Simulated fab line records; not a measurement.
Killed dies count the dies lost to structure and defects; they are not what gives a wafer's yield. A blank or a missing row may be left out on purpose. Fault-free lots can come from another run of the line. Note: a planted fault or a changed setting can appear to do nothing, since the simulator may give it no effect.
The tool behind it: which one?	flow sky130	at 1 step of a route of 708, 14 lots with 42 wafers sampled

## WHAT EACH GAUGE READ, for each wafer
SKY_VIA3_OVL_MEAS_13. Usual: VIA3_OVL -1 nm, standard deviation 6.4.
lot	measured	on	VIA3_OVL (nm)	flag
L516	day 40 11:10	overlay-02	1 5 0	
L518	day 40 22:11	overlay-02	-2 -8 5	
L521	day 41 21:35	overlay-01	-4 1 -2	
L524	day 42 14:34	overlay-01	10 2 2	
L525	day 43 02:17	overlay-01	8 4 12	
L526	day 43 04:41	overlay-02	-6 -7 -1	
L527	day 43 21:07	overlay-02	-7 -16 -13	
L528	day 44 00:13	overlay-02	0 0 5	
L530	day 44 20:23	overlay-01	-1 1 2	
L532	day 44 22:38	overlay-01	2 3 7	
L533	day 45 03:07	overlay-02	-15 -10 -12	
L534	day 46 01:20	overlay-02	4 2 -10	
L536	day 46 02:56	overlay-01	7 4 3	
L535	day 46 06:56	overlay-01	1 0 0	

## EACH LOT AND THE TOOL THAT RAN IT (in order: tool; ch and the chambers of the sampled wafers; start)
No process step before these readings appears in the record.

## AS READ BY THE TOOLS THEMSELVES (means over the sampled wafers that have a number; for cases with no such wafer, the mark the record gives instead)
The record holds no such reading with a usual standard deviation.

## THE ANSWER, worked out from the rows above alone
Rule: lot off if the mean of its wafers having a number is beyond 3 standard deviations from the usual mean. Also off: a lot with no number at a reading for which 4 or more lots have one. Where the step has rows for the other lots, those lots are counted as sound. The gauges are gone through in route order, then the tools' own readings, and for those a lot's mean is taken as printed above. The first step at which some lot is off is used, and at that step the reading that is off furthest; a lot without a number counts as furthest.
No lot is off on any of the readings shown, so nothing can be concluded from this.

## WHAT THE SIMULATOR HAD INSERTED
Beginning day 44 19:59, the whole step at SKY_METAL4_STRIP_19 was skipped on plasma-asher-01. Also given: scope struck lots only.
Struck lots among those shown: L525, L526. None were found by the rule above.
